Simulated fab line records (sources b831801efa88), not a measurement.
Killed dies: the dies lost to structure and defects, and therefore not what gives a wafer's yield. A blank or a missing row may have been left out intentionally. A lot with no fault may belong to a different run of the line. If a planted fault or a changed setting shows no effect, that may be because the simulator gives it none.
The tool behind it: which one? + flow sky130 + 12 lots with 36 wafers sampled at 2 steps, on a route of 708 steps

WHAT THE GAUGES READ, wafer by wafer
SKY_METAL4_OVL_MEAS_14.
| lot  | measured     | on         | METAL4_OVL (nm) |
|------|--------------|------------|-----------------|
| L075 | day 42 01:57 | overlay-01 | 1 6 8           |
| L077 | day 43 03:05 | overlay-02 | 9 10 1          |
| L078 | day 43 13:01 | overlay-02 | -6 -1 -4        |
| L081 | day 44 04:46 | overlay-02 | -4 -8 -4        |
| L083 | day 44 07:14 | overlay-01 | 5 5 3           |
| L085 | day 45 00:50 | overlay-02 | 1 -3 4          |
| L087 | day 45 13:14 | overlay-02 | 6 -4 -1         |
| L088 | day 45 22:31 | overlay-01 | 8 -1 -1         |
| L091 | day 46 11:54 | overlay-02 | 8 15 11         |
| L093 | day 46 22:20 | overlay-02 | -3 -1 2         |
| L095 | day 47 07:26 | overlay-01 | 2 3 2           |
| L097 | day 47 18:52 | overlay-01 | 5 7 0           |

EACH LOT AND THE TOOL THAT RAN IT (in order: tool; ch and the chambers of the sampled wafers; start)
| lot  | SKY_METAL3_ETCH_17                 |
|------|------------------------------------|
| L075 | rie-diel-04 ch 1,2,3, day 38 21:31 |
| L077 | rie-diel-04 ch 0,2,3, day 39 23:16 |
| L078 | rie-diel-04 ch 0,1,3, day 40 09:47 |
| L081 | rie-diel-04 ch 0,1,3, day 41 03:09 |
| L083 | rie-diel-04 ch 0,1, day 41 05:37   |
| L085 | rie-diel-01 ch 1,3, day 42 01:11   |
| L087 | rie-diel-04 ch 0,1,2, day 42 14:41 |
| L088 | rie-diel-02 ch 0,1, day 43 00:50   |
| L091 | rie-diel-04 ch 0,1,3, day 43 15:25 |
| L093 | rie-diel-02 ch 2,3, day 44 02:36   |
| L095 | rie-diel-01 ch 2,3, day 44 12:14   |
| L097 | rie-diel-01 ch 1,2, day 45 02:13   |
- SKY_METAL3_ETCH_17: etches SiO2 in C4F8/O2/Ar, stops on TiN, time 3.9 s, target depth 15 nm.

THE ANSWER, worked out from the rows above alone
Rule: usual is defined by the lots themselves. The widest of any qualifying gaps counts: lots, ordered by their means at a reading, are off when they make up no more than a third of the lots, leave a main group of 4 or more, and stand apart from it by 3 or more times the standard deviation of that group's means. A main group whose means are all the same, to the digits that the tables above print for the reading, isn't used. Also off: a lot with no number at a reading for which 4 or more lots have one. Any other lot the step has rows for is counted as sound.
Across all readings shown, no lot is off: no conclusion can be drawn from this.

WHAT THE SIMULATOR HAD INSERTED
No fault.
